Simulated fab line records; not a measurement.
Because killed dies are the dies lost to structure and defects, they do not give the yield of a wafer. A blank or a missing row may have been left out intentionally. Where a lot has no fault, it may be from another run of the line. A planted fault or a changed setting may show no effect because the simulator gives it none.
fab line records -- flow sky130
[record] lots = 11, wafers = 33, lastDay = 49
route steps=708 shown PWDE@53 POLY_GATE@235 LDD_LDN@301 POLY_CUT@317 PAD_OPEN@708
lots that met no fault: from a run of the same line without faults
startH: hours from the record's first day to the start of the lot's first wafer shown -- waitH: hours since the lot's step before -- " repeats the value in the row above -- L1.1+2: a single row standing in for several wafers -- - either no value or no given start -- * or withheld: withheld -- < > ~ a bound
route shown NAME@n: a module of which the file shows steps, and the number in the route of the first -- usual: average and standard deviation across the fault-free wafers -- same: alike in all rows -- chamber/n: place in a boat -- sites: the reading at each site -- _std_site: the values' standard deviation -- _edge_site: inner sites' mean taken away from outer sites' mean -- radiusMm: how far each site lies from the wafer's centre -- mask NAME#n: copy n -- behind: tool/chamber where the wafer was last shaped -- hold: cause of the lot's hold/its duration in hours/its outcome -- device: names the non-switching transistor (n, p or np) -- end of line: tests run on the same wafers once the route is complete -- where a step has no rows: the recipe by itself -- killed: at the first sort, the dies lost to defects and structure; wafer yield is something else -- map: a wafer's dies, x killed, . not, _ none there
set.NAME: setting as actually run; set.NAME@STEP: the setting as run at that earlier step -- model.NAME: the simulator's own value behind a step, which no gauge read
route steps across a sampled set of lots; one table per step, one row per wafer
services: from which hour (startH, from the record's first day; less than 0 if before it) a tool's chamber was out of use, for how many hours, and why
[[steps]]
[step SKY_PWDE_IMPLANT_08]
[recipe] species = B, energyKev = 150, doseCm2 = 3.6e+12, tiltDeg = withheld
[usual] doseIonsCm2 = 3.6e+12/4.5e+09, faradayCurrentUA = 20.3/0.38
lot.wafer,tool,chamber,startH,waitH,doseIonsCm2,faradayCurrentUA
L820.1,implanter-04,0,97.00,0.0,3.597e+12,20.3
L820.4,implanter-04,0,97.00,0.0,3.591e+12,20.3
L820.6,implanter-04,0,97.00,0.0,3.593e+12,20.3
L822.2,implanter-02,0,98.17,0.0,3.594e+12,20.5
L822.5,implanter-02,0,98.17,0.0,3.587e+12,20.4
L822.6,implanter-02,0,98.17,0.0,3.6e+12,20.6
L821.4,implanter-04,0,98.84,0.1,3.594e+12,20.4
L821.5,implanter-04,0,98.84,0.1,3.597e+12,20.4
L821.6,implanter-04,0,98.84,0.1,3.596e+12,19.5
L823.2,implanter-02,0,110.47,0.0,3.601e+12,20.4
L823.4,implanter-02,0,110.47,0.0,3.603e+12,20.3
L823.6,implanter-02,0,110.47,0.0,3.606e+12,19.8
L824.2,implanter-01,0,124.64,0.0,3.598e+12,21.4
L824.4,implanter-01,0,124.64,0.0,3.596e+12,20.9
L824.5,implanter-01,0,124.64,0.0,3.601e+12,20.3
L826.1,implanter-02,0,125.00,0.0,3.601e+12,20.5
L826.5,implanter-02,0,125.00,0.0,3.596e+12,20.6
L826.6,implanter-02,0,125.00,0.0,3.598e+12,20.0
L827.2,implanter-02,0,126.34,0.0,3.603e+12,20.5
L827.3,implanter-02,0,126.34,0.0,3.607e+12,20.8
L827.4,implanter-02,0,126.34,0.0,3.604e+12,20.6
L828.2,implanter-02,0,134.34,0.0,3.596e+12,19.9
L828.3,implanter-02,0,134.34,0.0,3.597e+12,19.4
L828.5,implanter-02,0,134.34,0.0,3.6e+12,20.2
L830.2,implanter-01,0,140.97,0.0,3.598e+12,20.3
L830.4,implanter-01,0,140.97,0.0,3.599e+12,19.9
L830.5,implanter-01,0,140.97,0.0,3.597e+12,20.1
L832.1,implanter-02,0,153.49,0.0,4.064e+12,23.3
L832.4,implanter-02,0,153.49,0.0,4.066e+12,22.7
L832.5,implanter-02,0,153.49,0.0,4.07e+12,22.4
L833.3,implanter-02,0,153.69,0.2,4.057e+12,22.7
L833.4,implanter-02,0,153.69,0.2,4.063e+12,23.1
L833.6,implanter-02,0,153.69,0.2,4.058e+12,22.5
[step SKY_PWDE_TW_MEAS_10]
[usual] PWDE_TW = 376.7/2.4
lot.wafer,tool,chamber,startH,waitH,PWDE_TW
L820.1,filmMetro-01,-,97.25,0.1,375.1
L820.4,filmMetro-01,-,97.25,0.1,374.4
L820.6,filmMetro-01,-,97.25,0.1,374.6
L822.2,filmMetro-04,-,98.41,0.1,374.5
L822.5,filmMetro-04,-,98.41,0.1,374.9
L822.6,filmMetro-04,-,98.41,0.1,374.3
L821.4,filmMetro-02,-,99.05,0.1,382.4
L821.5,filmMetro-02,-,99.05,0.1,383.1
L821.6,filmMetro-02,-,99.05,0.1,380.3
L823.2,filmMetro-01,-,110.71,0.1,374.3
L823.4,filmMetro-01,-,110.71,0.1,376.8
L823.6,filmMetro-01,-,110.71,0.1,372.7
L824.2,filmMetro-01,-,124.87,0.1,378.6
L824.4,filmMetro-01,-,124.87,0.1,378.0
L824.5,filmMetro-01,-,124.87,0.1,379.3
L826.1,filmMetro-01,-,125.25,0.1,377.7
L826.5,filmMetro-01,-,125.25,0.1,378.4
L826.6,filmMetro-01,-,125.25,0.1,377.9
L827.2,filmMetro-04,-,126.57,0.1,375.4
L827.3,filmMetro-04,-,126.57,0.1,373.6
L827.4,filmMetro-04,-,126.57,0.1,376.5
L828.2,filmMetro-02,-,134.57,0.1,378.5
L828.3,filmMetro-02,-,134.57,0.1,379.5
L828.5,filmMetro-02,-,134.57,0.1,378.4
L830.2,filmMetro-04,-,141.20,0.1,374.4
L830.4,filmMetro-04,-,141.20,0.1,373.8
L830.5,filmMetro-04,-,141.20,0.1,375.0
L832.1,filmMetro-02,-,153.74,0.1,392.9
L832.4,filmMetro-02,-,153.74,0.1,393.1
L832.5,filmMetro-02,-,153.74,0.1,393.5
L833.3,filmMetro-04,-,153.91,0.1,390.0
L833.4,filmMetro-04,-,153.91,0.1,389.4
L833.6,filmMetro-04,-,153.91,0.1,390.8
[step SKY_NWELL_RS_MEAS_31]
[recipe] thkMeasGauge = four-point-probe
[usual] PWDE_RS = 5269/17
lot.wafer,tool,chamber,startH,waitH,PWDE_RS[ohm/sq]
L820.1,filmMetro-04,-,134.29,0.1,5284
L820.4,filmMetro-04,-,134.29,0.1,5275
L820.6,filmMetro-04,-,134.29,0.1,5281
L822.2,filmMetro-02,-,135.19,0.1,5265
L822.5,filmMetro-02,-,135.19,0.1,5279
L822.6,filmMetro-02,-,135.19,0.1,5260
L821.4,filmMetro-01,-,136.30,0.1,5268
L821.5,filmMetro-01,-,136.30,0.1,5265
L821.6,filmMetro-01,-,136.30,0.1,5274
L823.2,filmMetro-01,-,148.69,0.1,5297
L823.4,filmMetro-01,-,148.69,0.1,5293
L823.6,filmMetro-01,-,148.69,0.1,5299
L824.2,filmMetro-02,-,162.92,0.1,5248
L824.4,filmMetro-02,-,162.92,0.1,5270
L824.5,filmMetro-02,-,162.92,0.1,5244
L826.1,filmMetro-04,-,163.89,0.1,5257
L826.5,filmMetro-04,-,163.89,0.1,5255
L826.6,filmMetro-04,-,163.89,0.1,5262
L827.2,filmMetro-01,-,166.06,0.1,5273
L827.3,filmMetro-01,-,166.06,0.1,5268
L827.4,filmMetro-01,-,166.06,0.1,5277
L828.2,filmMetro-01,-,175.04,0.1,5316
L828.3,filmMetro-01,-,175.04,0.1,5306
L828.5,filmMetro-01,-,175.04,0.1,5313
L830.2,filmMetro-01,-,181.42,0.1,5277
L830.4,filmMetro-01,-,181.42,0.1,5246
L830.5,filmMetro-01,-,181.42,0.1,5257
L832.1,filmMetro-01,-,195.64,0.1,4798
L832.4,filmMetro-01,-,195.64,0.1,4791
L832.5,filmMetro-01,-,195.64,0.1,4797
L833.3,filmMetro-02,-,196.03,0.1,4770
L833.4,filmMetro-02,-,196.03,0.1,4777
L833.6,filmMetro-02,-,196.03,0.1,4767
[step SKY_POLY_GATE_THK_MEAS_21]
[recipe] reads = SiO2_of_POLY_GATE_OXIDATION_20
[usual] POLY_GATE_OXIDATION_THK = 4.00/0.071
lot.wafer,tool,chamber,startH,waitH,POLY_GATE_OXIDATION_THK[nm]
L820.1,filmMetro-04,-,410.13,0.0,4.03
L820.4,filmMetro-04,-,410.13,0.0,4.08
L820.6,filmMetro-04,-,410.13,0.0,3.96
L822.2,filmMetro-01,-,416.74,0.0,3.95
L822.5,filmMetro-01,-,416.74,0.0,3.98
L822.6,filmMetro-01,-,416.74,0.0,3.92
L821.4,filmMetro-03,-,416.76,0.0,4.04
L821.5,filmMetro-03,-,416.76,0.0,4.06
L821.6,filmMetro-03,-,416.76,0.0,4.02
L823.2,filmMetro-03,-,434.89,0.0,3.88
L823.4,filmMetro-03,-,434.89,0.0,3.95
L823.6,filmMetro-03,-,434.89,0.0,3.84
L824.2,filmMetro-04,-,457.95,0.0,4.02
L824.4,filmMetro-04,-,457.95,0.0,4.03
L824.5,filmMetro-04,-,457.95,0.0,3.95
L826.1,filmMetro-04,-,462.27,0.0,3.88
L826.5,filmMetro-04,-,462.27,0.0,3.94
L826.6,filmMetro-04,-,462.27,0.0,3.99
L827.2,filmMetro-03,-,467.38,0.0,3.96
L827.3,filmMetro-03,-,467.38,0.0,3.92
L827.4,filmMetro-03,-,467.38,0.0,3.96
L828.2,filmMetro-03,-,474.39,0.0,3.99
L828.3,filmMetro-03,-,474.39,0.0,4.04
L828.5,filmMetro-03,-,474.39,0.0,3.99
L830.2,filmMetro-01,-,479.53,0.0,3.92
L830.4,filmMetro-01,-,479.53,0.0,3.89
L830.5,filmMetro-01,-,479.53,0.0,3.91
L832.1,filmMetro-04,-,501.57,0.0,4.05
L832.4,filmMetro-04,-,501.57,0.0,4.07
L832.5,filmMetro-04,-,501.57,0.0,4.05
L833.3,filmMetro-01,-,508.74,0.0,3.95
L833.4,filmMetro-01,-,508.74,0.0,4.00
L833.6,filmMetro-01,-,508.74,0.0,4.05
[step SKY_LDD_LDN_STRIP_12]
[recipe] chemistry = O2/N2, powerW = 1400, pressureMtorr = 1500, platenTempC = withheld, o2FlowSccm = 3000, n2FlowSccm = 300, overashFraction = 0.5
[usual] drypumpMotorCurrentA = 5.9/0.36, oesProductAu = 0.716/0.0052, stripTimeToEndpointS = 14.18/0.049
lot.wafer,tool,chamber,startH,waitH,drypumpMotorCurrentA,oesProductAu,rfHoursCounterH,stripTimeToEndpointS
L820.1,plasmaAsher-01,0,564.96,0.1,5.5,0.712,43,14.21
L820.4,plasmaAsher-01,1,564.96,0.1,6.2,0.714,-,14.16
L820.6,plasmaAsher-01,0,564.96,0.1,5.5,0.710,-,14.17
L821.4,plasmaAsher-01,1,567.98,0.1,6.2,0.711,-,14.20
L821.5,plasmaAsher-01,1,567.98,0.1,6.2,0.714,-,14.23
L821.6,plasmaAsher-01,0,567.98,0.1,5.5,0.711,-,14.22
L822.2,plasmaAsher-01,1,569.81,0.1,6.2,0.714,44,14.14
L822.5,plasmaAsher-01,1,569.81,0.1,6.2,0.724,-,14.18
L822.6,plasmaAsher-01,0,569.81,0.1,5.5,0.717,-,14.18
L823.2,plasmaAsher-03,0,589.21,0.1,6.5,0.714,78,14.19
L823.4,plasmaAsher-03,0,589.21,0.1,6.5,0.714,-,14.22
L823.6,plasmaAsher-03,1,589.21,0.1,6.0,0.719,-,14.20
L824.2,plasmaAsher-02,0,610.06,0.1,5.6,0.722,18,14.21
L824.4,plasmaAsher-02,0,610.06,0.1,5.6,0.717,-,14.20
L824.5,plasmaAsher-02,1,610.06,0.1,5.6,0.716,-,14.16
L826.1,plasmaAsher-01,1,612.66,0.1,6.2,0.710,48,14.18
L826.5,plasmaAsher-01,1,612.66,0.1,6.2,0.719,-,14.20
L826.6,plasmaAsher-01,0,612.66,0.1,5.5,0.720,-,14.19
L827.2,plasmaAsher-01,1,620.36,0.1,6.2,0.712,49,14.22
L827.3,plasmaAsher-01,0,620.36,0.1,5.5,0.725,-,14.18
L827.4,plasmaAsher-01,1,620.36,0.1,6.2,0.720,-,14.19
L828.2,plasmaAsher-01,1,625.79,0.1,6.2,0.725,49,14.09
L828.3,plasmaAsher-01,0,625.79,0.1,5.5,0.708,-,14.13
L828.5,plasmaAsher-01,0,625.79,0.1,5.5,0.716,-,14.09
L830.2,plasmaAsher-03,0,628.89,0.1,6.5,0.703,82,14.30
L830.4,plasmaAsher-03,0,628.89,0.1,6.5,0.710,-,14.24
L830.5,plasmaAsher-03,1,628.89,0.1,6.1,0.709,-,14.28
L832.1,plasmaAsher-03,0,650.46,0.1,6.5,0.723,84,14.24
L832.4,plasmaAsher-03,0,650.46,0.1,6.5,0.719,-,14.25
L832.5,plasmaAsher-03,1,650.46,0.1,6.1,0.710,-,14.24
L833.3,plasmaAsher-02,0,656.75,0.1,5.6,0.720,-,14.25
L833.4,plasmaAsher-02,1,656.75,0.1,5.6,0.718,-,14.23
L833.6,plasmaAsher-02,0,656.75,0.1,5.6,0.716,-,14.27
[step SKY_POLY_CUT_ETCH_10]
[recipe] chemistry = N2/H2, target = BARC, ionEnergyEv = 200, sourceW = 500, biasW = 100, pressureMtorr = 30, n2FlowSccm = 100, h2FlowSccm = 200, stopOn = SiO2, timeS = 45.9, targetDepthA = 600
[usual] drypumpMotorCurrentA = 5.9/0.41, oesProductAu = 0.855/0.0052, throttleValvePct = 13.225/0.0083
lot.wafer,tool,chamber,startH,waitH,drypumpMotorCurrentA,oesProductAu,rfHoursCounterH,throttleValvePct
L820.1,rieDiel-02,1,595.51,0.0,5.8,0.843,5,13.215
L820.4,rieDiel-02,0,595.51,0.0,5.3,0.853,2,13.224
L820.6,rieDiel-02,0,595.51,0.0,5.3,0.851,-,13.217
L821.4,rieDiel-02,3,599.38,0.0,6.6,0.862,21,13.233
L821.5,rieDiel-02,1,599.38,0.0,5.7,0.858,-,13.221
L821.6,rieDiel-02,0,599.38,0.0,5.3,0.854,-,13.243
L822.2,rieDiel-01,0,600.31,0.0,5.4,0.857,1,13.215
L822.5,rieDiel-01,1,600.31,0.0,6.4,0.861,-,13.221
L822.6,rieDiel-01,2,600.31,0.0,5.2,0.847,-,13.226
L823.2,rieDiel-04,1,619.96,0.0,6.0,0.857,0,13.221
L823.4,rieDiel-04,2,619.96,0.0,5.6,0.860,14,13.217
L823.6,rieDiel-04,0,619.96,0.0,6.3,0.862,-,13.225
L824.2,rieDiel-04,1,641.33,0.0,6.0,0.849,0,13.215
L824.4,rieDiel-04,0,641.33,0.0,6.3,0.858,9,13.233
L824.5,rieDiel-04,3,641.33,0.0,6.1,0.855,-,13.231
L826.1,rieDiel-02,0,642.61,0.0,5.4,0.850,3,13.217
L826.5,rieDiel-02,0,642.61,0.0,5.4,0.847,-,13.227
L826.6,rieDiel-02,1,642.61,0.0,5.7,0.852,-,13.238
L827.2,rieDiel-04,0,651.11,0.0,6.3,0.863,10,13.227
L827.3,rieDiel-04,1,651.11,0.0,6.0,0.852,1,13.229
L827.4,rieDiel-04,3,651.11,0.0,6.1,0.857,-,13.232
L828.2,rieDiel-02,2,659.33,0.0,5.8,0.848,4,13.222
L828.3,rieDiel-02,1,659.33,0.0,5.7,0.855,7,13.220
L828.5,rieDiel-02,0,659.33,0.0,5.3,0.864,-,13.218
L830.2,rieDiel-02,0,662.21,0.0,5.3,0.852,4,13.220
L830.4,rieDiel-02,2,662.21,0.0,5.8,0.852,4,13.233
L830.5,rieDiel-02,0,662.21,0.0,5.3,0.861,-,13.219
L832.1,rieDiel-02,3,680.56,0.0,6.7,0.850,23,13.227
L832.4,rieDiel-02,1,680.56,0.0,5.7,0.858,7,13.238
L832.5,rieDiel-02,3,680.56,0.0,6.6,0.854,-,13.214
L833.3,rieDiel-01,1,686.86,0.0,6.4,0.856,43,13.225
L833.4,rieDiel-01,0,686.86,0.0,5.5,0.849,3,13.210
L833.6,rieDiel-01,0,686.86,0.0,5.5,0.852,-,13.230
[step SKY_PAD_OPEN_PROBE_99]
[usual] killed_at_M0_to_M3 = 44/6.8, killed_at_M4_up = 3.1/1.8, killedAtContacts = 25/5.2, killedAtFrontEnd = 15/4.1, killedAtOther = 0.3/0.62, killedDies = 88/9.4, killedOnRim = 17/3.7, killedOpen = 48/7.1, killedShort = 40/6.1
[same] grossDies = 492, killedAtBackSide = 0
lot.wafer,tool,chamber,startH,waitH,killed_at_M0_to_M3,killed_at_M4_up,killedAtContacts,killedAtFrontEnd,killedAtOther,killedDies,killedOnRim,killedOpen,killedShort
L832.4,prober-02,-,1158.13,0.2,40,2,19,10,0,71,16,39,32
L832.5,prober-02,-,1158.18,0.2,40,4,23,16,1,84,18,44,39
L833.4,prober-01,-,1164.25,0.2,51,5,29,14,0,99,19,54,44
// killed by level:class
L832.4 VIA3:geometricParticle:open=8 VIA1:geometricParticle:open=7 LOCAL_INTERCONNECT:geometricParticle:short=6 CONTACT:geometricParticle:open=6 METAL1:geometricParticle:short=6 VIA2:geometricParticle:open=6 FIELD_ISO:geometricParticle:open=4 LI_CONTACT:geometricParticle:open=4
L832.5 CONTACT:geometricParticle:open=10 VIA1:geometricParticle:open=9 METAL2:geometricParticle:short=8 POLY_GATE:geometricParticle:short=7 LI_CONTACT:geometricParticle:open=7 VIA3:geometricParticle:open=6 POLY_GATE:geometricParticle:open=4 LOCAL_INTERCONNECT:geometricParticle:short=4
L833.4 VIA1:geometricParticle:open=11 CONTACT:geometricParticle:open=10 LI_CONTACT:geometricParticle:open=9 VIA3:geometricParticle:open=8 VIA2:geometricParticle:open=7 METAL1:geometricParticle:short=6 VIA2:geometricParticle:short=5 CONTACT:geometricParticle:short=4
[[services]]
tool,chamber,startH,hours,kind
rieDiel-04,-,73.73,0.3,repair
plasmaAsher-01,-,108.75,9.0,pm
rieDiel-02,-,112.60,2.8,pm
implanter-02,-,181.94,1.7,repair
plasmaAsher-03,-,199.98,0.7,repair
plasmaAsher-03,-,212.78,2.8,pm
rieDiel-02,3,217.33,4.2,repair
implanter-02,-,218.77,2.2,repair
rieDiel-02,-,239.45,4.7,repair
plasmaAsher-03,-,247.36,3.9,repair
implanter-02,-,290.79,3.7,pm
plasmaAsher-01,-,294.22,22.6,pm
plasmaAsher-01,-,328.56,1.8,repair
plasmaAsher-01,-,338.41,5.7,repair
implanter-02,-,364.27,1.2,repair
implanter-02,-,369.12,1.7,repair
plasmaAsher-01,-,401.96,5.5,repair
plasmaAsher-01,-,455.59,0.7,repair
rieDiel-02,3,476.73,9.7,repair
implanter-02,-,479.38,2.4,repair
implanter-02,-,565.87,3.2,repair
rieDiel-02,1,609.87,1.9,repair
implanter-02,-,642.12,2.2,repair
rieDiel-02,-,669.68,0.6,repair
[[key]]
[firstSign] step = SKY_PWDE_IMPLANT_08, reading = doseIonsCm2, direction = up, sigmas = 99+, usual = *, struck = *
[effect] step = SKY_PWDE_IMPLANT_08, reading = faradayCurrentUA, direction = up, sigmas = 6.6, usual = 20.3, struck = 22.8
[effect] step = SKY_PWDE_TW_MEAS_10, reading = PWDE_TW, direction = up, sigmas = 6.2, usual = 376.7, struck = 391.6
[effect] step = SKY_NWELL_RS_MEAS_31, reading = PWDE_RS, direction = down, sigmas = 28, usual = 5269, struck = 4783
metAt SKY_PWDE_IMPLANT_08
struckLots L832,L833
testerLeftOut L832,L833
notActingAt SKY_POLY_GATE_THK_MEAS_21,SKY_LDD_LDN_STRIP_12,SKY_POLY_CUT_ETCH_10
onsetBetween 134.34 153.49
[fault] kind = processParameterDrift, tool = implanter-02, chamber = -, onsetH = 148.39, steps = SKY_PWDE_IMPLANT_08, channel = doseCm2, offset = *, shape = step, endH = 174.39, actsIn = *, stated = *
// testerLeftOut: of these lots the tester's yield and bins aren't shown, on N5 and GAA mostly nor the transistor test; their killed dies are dies lost to structure and defects alone, not to doping, threshold or leakage, so they don't give the yield
